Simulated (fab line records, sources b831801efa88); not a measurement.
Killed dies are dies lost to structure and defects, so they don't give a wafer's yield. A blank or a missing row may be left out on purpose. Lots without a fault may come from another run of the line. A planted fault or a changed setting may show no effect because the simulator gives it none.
A struck lot beside a sound one | flow sky130 | 33 steps out of a route of 708
Sound: wafers L857.1, L857.4, L857.5. Struck: wafers L867.1, L867.2, L867.4. The cause comes at the end.
At each step with rows: each side's tool, then ch and its chambers, then its first start. Under that, the readings that differ: sound wafers | struck wafers | difference of the means | sigmas: that difference in standard deviations of wafers without a fault.
alike: readings whose means differ by less than 2 such deviations, and words and numbers that are the same on both sides. not compared: withheld readings, readings that some wafer has no value for, bounds like >300 that may hide the same value, and numbers for which the record gives no deviation and whose values overlap.
The two part at a step that has a row with sigmas, a row that says differs or no value, or rows on one side only. Numbers that don't overlap but have no deviation are shown without sigmas and don't part them. A reading that every wafer of one side lacks parts them only if that side has two wafers or more.

first, 4 steps without rows for these wafers: SKY_LOCAL_INTERCONNECT_SOFTBAKE_07 (time 90 s); SKY_LOCAL_INTERCONNECT_EXPOSE_08 (exposes mask LI1M, target cd 170 nm); SKY_LOCAL_INTERCONNECT_PEB_09; SKY_LOCAL_INTERCONNECT_DEVELOP_10 (develop time 60 s).
SKY_LOCAL_INTERCONNECT_CD_MEAS_11: target cd 170 nm.
  sound on cd_sem-02, day 30 12:43; struck on cd_sem-01, day 33 18:16
  alike: cd_nm
SKY_LOCAL_INTERCONNECT_OVL_MEAS_12:
  sound on overlay-01, day 30 12:50; struck on overlay-01, day 33 18:23
  alike: LOCAL_INTERCONNECT_OVL
SKY_LOCAL_INTERCONNECT_ETCH_13: etches BARC in N2/H2, stops on SiO2, time 45.9 s, target depth 60 nm.
  sound on rie_metal-02 ch 0,1, day 30 12:52; struck on rie_metal-01 ch 0,1, day 33 18:26
  alike: drypump_motor_current_A, he_backside_leak_sccm, oes_product_au, throttle_valve_pct
  not compared: rf_hours_counter_h
SKY_LOCAL_INTERCONNECT_METAL_ETCH_14: etches TiN in Cl2/BCl3, stops on PSG, target depth 110 nm, time 31.4 s.
  sound on rie_metal-02 ch 0,1, day 30 12:56; struck on rie_metal-01 ch 0,1, day 33 18:29
  alike: drypump_motor_current_A, he_backside_leak_sccm, oes_product_au, throttle_valve_pct
  not compared: rf_hours_counter_h
SKY_LOCAL_INTERCONNECT_STRIP_15: strips in O2/N2.
  sound on plasma_asher-03 ch 0,1, day 30 12:59; struck on plasma_asher-02 ch 0,1, day 33 18:32
  alike: drypump_motor_current_A, o2_flow_sccm, oes_product_au, strip_time_to_endpoint_s
  not compared: rf_hours_counter_h
then, 3 steps without rows for these wafers: SKY_LOCAL_INTERCONNECT_STRIP_16 (strips in post etch residue remover, time 1200 s); SKY_LOCAL_INTERCONNECT_CLEAN_17 (cleans in IPA, time 180 s); SKY_LOCAL_INTERCONNECT_CLEAN_18 (cleans in O3/DIW).
SKY_CONTACT_CVD_00: deposits Si3N4, target thk 75 nm.
  sound on pecvd-01 ch 1,2, day 30 13:35; struck on pecvd-01 ch 0,1, day 33 19:08
  alike: heater_power_w, susceptor_temp_C
SKY_CONTACT_THK_MEAS_01:
  sound on film_metro-02, day 30 13:37; struck on film_metro-02, day 33 19:10
  reading                 | sound          | struck         | difference | sigmas
  CONTACT_CVD_00_THK (nm) | 76.3 77.3 75.2 | 62.7 63.9 63.3 | -13.0      | -12
then, 1 step without rows for these wafers: SKY_CONTACT_HDPCVD_02 (deposits SiO2, target thk 565 nm, time 94.2 s).
SKY_CONTACT_THK_MEAS_03:
  sound on film_metro-03, day 30 13:45; struck on film_metro-04, day 33 19:18
  alike: CONTACT_HDPCVD_THK
then, 1 step without rows for these wafers: SKY_CONTACT_CMP_04 (polishes SiO2).
SKY_CONTACT_BOW_MEAS_05:
  sound on film_metro-02, day 30 14:07; struck on film_metro-03, day 33 19:40
  alike: CONTACT_BOW
then, 8 steps without rows for these wafers: SKY_CONTACT_DEHYDRATE_06 (time 60 s); SKY_CONTACT_HMDS_07 (prime time 60 s); SKY_CONTACT_COAT_08 (resist thk 60 nm); SKY_CONTACT_COAT_09 (resist thk 450 nm); SKY_CONTACT_SOFTBAKE_10 (time 90 s); SKY_CONTACT_EXPOSE_11 (exposes mask CTM1, target cd 170 nm); SKY_CONTACT_PEB_12; SKY_CONTACT_DEVELOP_13 (develop time 60 s).
SKY_CONTACT_CD_MEAS_14: target cd 170 nm.
  sound on cd_sem-01, day 31 17:15; struck on cd_sem-01, day 34 21:48
  alike: cd_nm
SKY_CONTACT_OVL_MEAS_15:
  sound on overlay-01, day 31 17:22; struck on overlay-02, day 34 21:55
  alike: CONTACT_OVL
SKY_CONTACT_ETCH_16: etches BARC in N2/H2, stops on SiO2, time 45.9 s, target depth 60 nm.
  sound on rie_diel-04 ch 0,2,3, day 31 17:25; struck on rie_diel-04 ch 0,1,3, day 34 21:58
  alike: drypump_motor_current_A, oes_product_au, throttle_valve_pct
  not compared: rf_hours_counter_h
then, 1 step without rows for these wafers: SKY_CONTACT_ETCH_17 (etches SiO2 in C4F8/O2/Ar, stops on Si3N4, target depth 340 nm).
SKY_CONTACT_ETCH_18: etches Si3N4 in CHF3/O2, stops on TiN, time 39 s, target depth 75 nm.
  sound on rie_diel-04 ch 0,2,3; struck on rie_diel-04 ch 0,1,3
  reading                | sound             | struck            | difference | sigmas
  oes_product_au (a.u.)  | 0.868 0.869 0.859 | 0.780 0.775 0.786 | -0.085     | -10
  throttle_valve_pct (%) | 8.801 8.798 8.800 | 8.772 8.778 8.777 | -0.024     | -3
  alike: O2_flow_sccm, drypump_motor_current_A
  not compared: rf_hours_counter_h
SKY_CONTACT_STRIP_19: strips in O2/N2.
  sound on plasma_asher-03 ch 0, day 31 17:32; struck on plasma_asher-02 ch 0,1, day 34 22:05
  alike: drypump_motor_current_A, o2_flow_sccm, oes_product_au, strip_time_to_endpoint_s
  not compared: rf_hours_counter_h
then, 1 step without rows for these wafers: SKY_PAD_OPEN_PROBE_99.

WHERE THEY PART
First at SKY_CONTACT_THK_MEAS_01; last, within this record, at SKY_CONTACT_ETCH_18. Later steps at which nothing parts them and some readings are alike: SKY_CONTACT_STRIP_19.

WHY: what the simulator had put in
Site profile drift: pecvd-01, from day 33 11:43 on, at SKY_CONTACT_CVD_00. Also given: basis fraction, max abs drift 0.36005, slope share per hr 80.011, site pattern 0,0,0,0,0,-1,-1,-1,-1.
